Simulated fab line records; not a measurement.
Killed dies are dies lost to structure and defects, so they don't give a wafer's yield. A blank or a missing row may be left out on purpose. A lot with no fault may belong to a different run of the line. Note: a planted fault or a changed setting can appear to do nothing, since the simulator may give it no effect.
One fault seen from 2 desks :: flow gf180mcu :: each desk holds nothing but its own numbers, with what lay behind them at the end

## FROM THE METROLOGY DESK
Means of the sampled wafers that have a number, per lot and without regard to the tool the lot ran on: this is what the gauges read. A lot is out of limits, marked OUT, if its mean lies more than 4 standard deviations from the usual mean; the brackets give that distance.
Columns: A = cd nm at GF_TOP_METAL_CD_MEAS_14, usual 440.5 nm; B = PASSIVATION_CVD_02_THK at GF_PASSIVATION_THK_MEAS_03, usual 703 nm
lot: L956
first seen here: day 28 01:19
A: 442.6
B: 707

lot: L960
first seen here: day 29 07:05
A: 440.0
B: 706

lot: L962
first seen here: day 30 03:40
A: 441.9
B: 701

lot: L964
first seen here: day 30 14:37
A: 436.3
B: 705

lot: L965
first seen here: day 30 19:38
A: 438.3
B: 701

lot: L966
first seen here: day 31 03:32
A: 442.1
B: 704

lot: L967
first seen here: day 31 06:36
A: 441.2
B: 713

lot: L968
first seen here: day 31 12:25
A: 442.6
B: 706

lot: L971
first seen here: day 32 09:16
A: 439.8
B: 698

lot: L972
first seen here: day 32 12:27
A: 439.9
B: 711

lot: L974
first seen here: day 33 06:34
A: 443.1
B: 688

lot: L976
first seen here: day 33 18:59
A: 441.6
B: 716

lot: L979
first seen here: day 34 08:08
A: 444.6
B: 701

lot: L978
first seen here: day 34 10:55
A: 442.2
B: 707
Result from this desk: across the 14 lots, nothing is out of limits.

## TOOL OWNER'S DESK, iline stepper-02
The tool's own readings at GF_PASSIVATION_EXPOSE_08 (exposes mask Pad, target cd 40000 nm): means of the sampled wafers that have a number, for each lot that ran on this tool. A lot is out of limits, marked OUT, if its mean lies more than 4 standard deviations from the usual mean; the brackets give that distance.
Columns: A = exposure dose mJ cm2 at GF_PASSIVATION_EXPOSE_08, usual 310.0; B = focus offset nm at GF_PASSIVATION_EXPOSE_08, usual 0.1 nm
lot: L956
first seen here: day 28 11:48
A: 309.9
B: 0.5

lot: L960
first seen here: day 29 18:02
A: 309.6
B: -0.0

lot: L962
first seen here: day 30 14:26
A: 309.9
B: 0.2

lot: L968
first seen here: day 31 22:10
A: 309.5
B: 0.0

lot: L976
first seen here: day 34 03:46
A: 309.8
B: 1.0
Result from this desk: across the 5 lots, nothing is out of limits.

## TAKEN TOGETHER
At the metrology desk, nothing out of limits was observed.
The desk of the tool owner found nothing out of limits.

## WHAT WAS PUT IN BY THE SIMULATOR
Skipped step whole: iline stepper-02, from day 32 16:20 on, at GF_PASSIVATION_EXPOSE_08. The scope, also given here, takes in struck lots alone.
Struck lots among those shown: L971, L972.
